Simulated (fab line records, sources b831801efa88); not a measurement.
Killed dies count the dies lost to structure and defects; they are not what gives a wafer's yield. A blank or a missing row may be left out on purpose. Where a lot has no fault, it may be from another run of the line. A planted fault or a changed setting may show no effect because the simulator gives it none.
Which of the tools did it? + flow sfqLine + 15 lots, 45 wafers sampled, at 6 steps of a route of 325

WHAT THE GAUGES READ, wafer by wafer
SFQ_L0V_OVL_MEAS_903. Usual: L0V_OVL gives -5 nm (standard deviation 5.1).
| lot  | measured     | on         | L0V_OVL (nm) | flag |
|------|--------------|------------|--------------|------|
| L182 | day 5 15:40  | overlay-02 | 0 -4 3       |      |
| L183 | day 5 20:28  | overlay-01 | -3 0 2       |      |
| L185 | day 6 06:29  | overlay-01 | -1 -11 -6    |      |
| L186 | day 6 10:05  | overlay-02 | 4 2 5        |      |
| L187 | day 6 18:29  | overlay-02 | 1 2 2        |      |
| L188 | day 6 23:23  | overlay-01 | -9 -2 -9     |      |
| L189 | day 7 04:11  | overlay-02 | -8 -12 -12   |      |
| L192 | day 8 00:49  | overlay-02 | -4 -2 -1     |      |
| L196 | day 8 19:40  | overlay-01 | -3 -7 -6     |      |
| L198 | day 9 12:28  | overlay-02 | -1 -9 0      |      |
| L199 | day 9 18:28  | overlay-01 | -5 -4 -1     |      |
| L200 | day 10 01:28 | overlay-02 | -13 -6 -11   |      |
| L201 | day 10 07:29 | overlay-02 | -1 -5 4      |      |
| L202 | day 10 11:04 | overlay-01 | -7 -4 1      |      |
| L203 | day 10 18:16 | overlay-01 | -13 -8 -10   |      |

SFQ_I2_OVL_MEAS_918. Usual: I2_OVL gives 0 nm (standard deviation 4.7).
| lot  | measured     | on         | I2_OVL (nm) | flag |
|------|--------------|------------|-------------|------|
| L182 | day 24 09:06 | overlay-02 | 2 2 -1      |      |
| L183 | day 24 11:31 | overlay-02 | -3 1 -2     |      |
| L185 | day 25 08:29 | overlay-01 | 0 -2 -2     |      |
| L186 | day 26 07:18 | overlay-01 | 2 5 1       |      |
| L187 | day 26 14:29 | overlay-01 | 4 -1 1      |      |
| L188 | day 27 00:05 | overlay-01 | -7 -7 -9    |      |
| L189 | day 27 08:30 | overlay-02 | 3 -4 3      |      |
| L192 | day 28 17:41 | overlay-01 | 1 0 -2      |      |
| L196 | day 29 18:46 | overlay-02 | 4 6 4       |      |
| L198 | day 31 01:28 | overlay-02 | 8 5 8       |      |
| L199 | day 31 08:40 | overlay-02 | -8 -5 -7    |      |
| L200 | day 31 20:04 | overlay-02 | 1 -3 2      |      |
| L201 | day 32 09:16 | overlay-02 | -2 5 3      |      |
| L202 | day 32 15:16 | overlay-01 | 1 -7 2      |      |
| L203 | day 32 21:16 | overlay-01 | 4 0 -1      |      |

WHAT TOOL EACH LOT RAN ON (gives the tool, then ch and the chambers of the sampled wafers, and finally the start)
| lot  | SFQ_TRILAYER_M0_STRIP_STRIP_025  | SFQ_TRILAYER_I0_CMP_CMP_028   | SFQ_TRILAYER_I0_METRO_MEASURE_029 | SFQ_TRILAYER_I0_VIA_ETCH_VIA_ETCH_034 |
|------|----------------------------------|-------------------------------|-----------------------------------|---------------------------------------|
| L182 | rieMetal-02 ch 0,1, day 8 09:12  | cmp-02 ch 0,3, day 8 13:26    | filmMetro-03, day 8 16:34         | rieDiel-04 ch 1,2,3, day 10 11:58     |
| L183 | rieMetal-04 ch 0,1, day 8 11:36  | cmp-02 ch 0,1, day 8 19:26    | filmMetro-04, day 8 22:46         | rieDiel-03 ch 0,1, day 10 15:34       |
| L185 | rieMetal-02 ch 0,1, day 9 03:06  | cmp-01 ch 0,1,2, day 9 11:32  | filmMetro-03, day 9 14:40         | rieDiel-03 ch 0,1,3, day 11 07:10     |
| L186 | rieMetal-02 ch 0,1, day 9 10:30  | cmp-01 ch 0,1, day 9 21:02    | filmMetro-01, day 10 00:04        | rieDiel-03 ch 1,2,3, day 12 09:34     |
| L187 | rieMetal-02 ch 0, day 9 19:54    | cmp-01 ch 0,1, day 10 06:02   | filmMetro-04, day 10 08:40        | rieDiel-01 ch 0,2, day 12 19:24       |
| L188 | rieMetal-01 ch 0, day 10 00:30   | cmp-01 ch 0,1,3, day 10 09:32 | filmMetro-01, day 10 11:40        | rieDiel-04 ch 0,1, day 12 21:34       |
| L189 | rieMetal-02 ch 0,1, day 10 05:30 | cmp-02 ch 1,2,3, day 10 14:14 | filmMetro-04, day 10 16:46        | rieDiel-03 ch 2,3, day 13 03:48       |
| L192 | rieMetal-01 ch 0,1, day 11 03:06 | cmp-02 ch 0,3, day 11 13:44   | filmMetro-03, day 11 16:46        | rieDiel-04 ch 0,1,2, day 14 02:22     |
| L196 | rieMetal-04 ch 0,1, day 12 00:30 | cmp-02 ch 0,2,3, day 12 01:21 | filmMetro-01, day 12 04:28        | rieDiel-04 ch 0,1,2, day 14 16:46     |
| L198 | rieMetal-04 ch 0,1, day 12 18:03 | cmp-01 ch 0,2, day 13 00:32   | filmMetro-04, day 13 03:40        | rieDiel-03 ch 0,1,2, day 15 17:52     |
| L199 | rieMetal-04 ch 0,1, day 13 00:03 | cmp-01 ch 0,1,2, day 13 03:32 | filmMetro-04, day 13 06:40        | rieDiel-01 ch 0,1,2, day 15 21:28     |
| L200 | rieMetal-01 ch 0,1, day 13 08:27 | cmp-01 ch 0,2,3, day 13 10:02 | filmMetro-04, day 13 12:40        | rieDiel-03 ch 0,2,3, day 16 04:40     |
| L201 | rieMetal-01 ch 0,1, day 13 14:27 | cmp-02 ch 0,2,3, day 13 17:28 | filmMetro-03, day 13 20:17        | rieDiel-01 ch 0,2, day 16 11:52       |
| L202 | rieMetal-04 ch 0,1, day 13 18:03 | cmp-01 ch 0,2,3, day 14 01:02 | filmMetro-01, day 14 03:40        | rieDiel-04 ch 1,2,3, day 16 22:13     |
| L203 | rieMetal-02 ch 0,1, day 14 02:27 | cmp-02 ch 1,2,3, day 14 04:58 | filmMetro-03, day 14 08:05        | rieDiel-01 ch 0,1, day 17 03:01       |
- SFQ_TRILAYER_M0_STRIP_STRIP_025: strips in O2.
- SFQ_TRILAYER_I0_CMP_CMP_028: polishes SiO2.
- SFQ_TRILAYER_I0_METRO_MEASURE_029
- SFQ_TRILAYER_I0_VIA_ETCH_VIA_ETCH_034: etches SiO2 in CHF3, stops on Nb, target depth 260 nm.

WHAT THE TOOLS THEMSELVES READ (means of the sampled wafers that have a number; where no wafer has one, the mark that the record gives instead)
SFQ_TRILAYER_M0_STRIP_STRIP_025. Usual: drypumpMotorCurrentA 5.93 A, standard deviation 0.28; oesProductAu 0.998 a.u., standard deviation 0.012.
| lot  | tool        | drypumpMotorCurrentA (A) | oesProductAu (a.u.) | flag |
|------|-------------|--------------------------|---------------------|------|
| L182 | rieMetal-02 | 5.70                     | 1.003               |      |
| L183 | rieMetal-04 | 5.93                     | 0.984               |      |
| L185 | rieMetal-02 | 5.69                     | 1.014               |      |
| L186 | rieMetal-02 | 5.63                     | 1.013               |      |
| L187 | rieMetal-02 | 5.56                     | 0.998               |      |
| L188 | rieMetal-01 | 6.19                     | 0.995               |      |
| L189 | rieMetal-02 | 5.71                     | 1.003               |      |
| L192 | rieMetal-01 | 6.28                     | 0.985               |      |
| L196 | rieMetal-04 | 6.00                     | 0.999               |      |
| L198 | rieMetal-04 | 5.93                     | 0.996               |      |
| L199 | rieMetal-04 | 5.92                     | 0.991               |      |
| L200 | rieMetal-01 | 6.25                     | 0.997               |      |
| L201 | rieMetal-01 | 6.30                     | 0.995               |      |
| L202 | rieMetal-04 | 6.01                     | 1.000               |      |
| L203 | rieMetal-02 | 5.68                     | 1.006               |      |

SFQ_TRILAYER_I0_CMP_CMP_028. Usual: motorCurrentA 10.7 A, standard deviation 1; platenRpm 60.00 rpm, standard deviation 0.037; timeToEndpointS 211 s, standard deviation 8.2.
| lot  | tool   | motorCurrentA (A) | platenRpm (rpm) | timeToEndpointS (s) | flag |
|------|--------|-------------------|-----------------|---------------------|------|
| L182 | cmp-02 | 10.4              | 59.95           | 196                 |      |
| L183 | cmp-02 | 9.6               | 60.00           | 218                 |      |
| L185 | cmp-01 | 11.6              | 59.96           | 209                 |      |
| L186 | cmp-01 | 12.0              | 59.99           | 214                 |      |
| L187 | cmp-01 | 11.4              | 60.04           | 200                 |      |
| L188 | cmp-01 | 11.6              | 59.96           | 211                 |      |
| L189 | cmp-02 | 10.0              | 60.02           | 212                 |      |
| L192 | cmp-02 | 10.4              | 59.98           | 206                 |      |
| L196 | cmp-02 | 10.5              | 60.00           | 205                 |      |
| L198 | cmp-01 | 11.0              | 60.00           | 210                 |      |
| L199 | cmp-01 | 11.3              | 60.03           | 214                 |      |
| L200 | cmp-01 | 10.9              | 60.01           | 209                 |      |
| L201 | cmp-02 | 10.0              | 60.02           | 213                 |      |
| L202 | cmp-01 | 11.1              | 59.98           | 216                 |      |
| L203 | cmp-02 | 10.0              | 60.03           | 202                 |      |

SFQ_TRILAYER_I0_METRO_MEASURE_029. Usual: thkNm at 199.5 nm, with a standard deviation of 1.4.
| lot  | tool         | thkNm (nm) | flag |
|------|--------------|------------|------|
| L182 | filmMetro-03 | 199.7      |      |
| L183 | filmMetro-04 | 199.6      |      |
| L185 | filmMetro-03 | 199.5      |      |
| L186 | filmMetro-01 | 206.5      | OFF  |
| L187 | filmMetro-04 | 213.0      | OFF  |
| L188 | filmMetro-01 | 206.8      | OFF  |
| L189 | filmMetro-04 | 198.2      |      |
| L192 | filmMetro-03 | 198.6      |      |
| L196 | filmMetro-01 | 197.2      |      |
| L198 | filmMetro-04 | 198.8      |      |
| L199 | filmMetro-04 | 200.0      |      |
| L200 | filmMetro-04 | 200.2      |      |
| L201 | filmMetro-03 | 199.7      |      |
| L202 | filmMetro-01 | 199.1      |      |
| L203 | filmMetro-03 | 199.3      |      |

SFQ_TRILAYER_I0_VIA_ETCH_VIA_ETCH_034. Usual: drypumpMotorCurrentA 5.9 A, standard deviation 0.54; oesProductAu 0.853 a.u., standard deviation 0.0057.
| lot  | tool       | drypumpMotorCurrentA (A) | oesProductAu (a.u.) | flag |
|------|------------|--------------------------|---------------------|------|
| L182 | rieDiel-04 | 6.0                      | 0.853               |      |
| L183 | rieDiel-03 | 6.3                      | 0.851               |      |
| L185 | rieDiel-03 | 5.8                      | 0.853               |      |
| L186 | rieDiel-03 | 5.8                      | 0.874               | OFF  |
| L187 | rieDiel-01 | 5.8                      | 0.887               | OFF  |
| L188 | rieDiel-04 | 6.0                      | 0.870               |      |
| L189 | rieDiel-03 | 5.8                      | 0.853               |      |
| L192 | rieDiel-04 | 6.2                      | 0.852               |      |
| L196 | rieDiel-04 | 6.2                      | 0.848               |      |
| L198 | rieDiel-03 | 6.3                      | 0.852               |      |
| L199 | rieDiel-01 | 5.7                      | 0.861               |      |
| L200 | rieDiel-03 | 5.8                      | 0.853               |      |
| L201 | rieDiel-01 | 5.8                      | 0.856               |      |
| L202 | rieDiel-04 | 6.0                      | 0.854               |      |
| L203 | rieDiel-01 | 5.3                      | 0.851               |      |

THE ANSWER, worked out from the rows above alone
Rule: lot off if the mean of its wafers having a number is beyond 3 standard deviations from the usual mean. Also off: a lot with no number at a reading for which 4 or more lots have one. Where the step has rows for the other lots, those lots are counted as sound. First the gauges in route order, then the tools' own readings, where a lot's mean is used as printed above. At the first step where some lot is off, the reading lying furthest off is the one used; lots without a number count as furthest.
Off: L186, L187, L188 (SFQ_TRILAYER_I0_METRO_MEASURE_029, thkNm).
A tool fits if, at that step or a process step before it, it ran every lot that is off, and no sound lot after the first of them. None of those tried fits.

WHAT THE SIMULATOR PUT IN
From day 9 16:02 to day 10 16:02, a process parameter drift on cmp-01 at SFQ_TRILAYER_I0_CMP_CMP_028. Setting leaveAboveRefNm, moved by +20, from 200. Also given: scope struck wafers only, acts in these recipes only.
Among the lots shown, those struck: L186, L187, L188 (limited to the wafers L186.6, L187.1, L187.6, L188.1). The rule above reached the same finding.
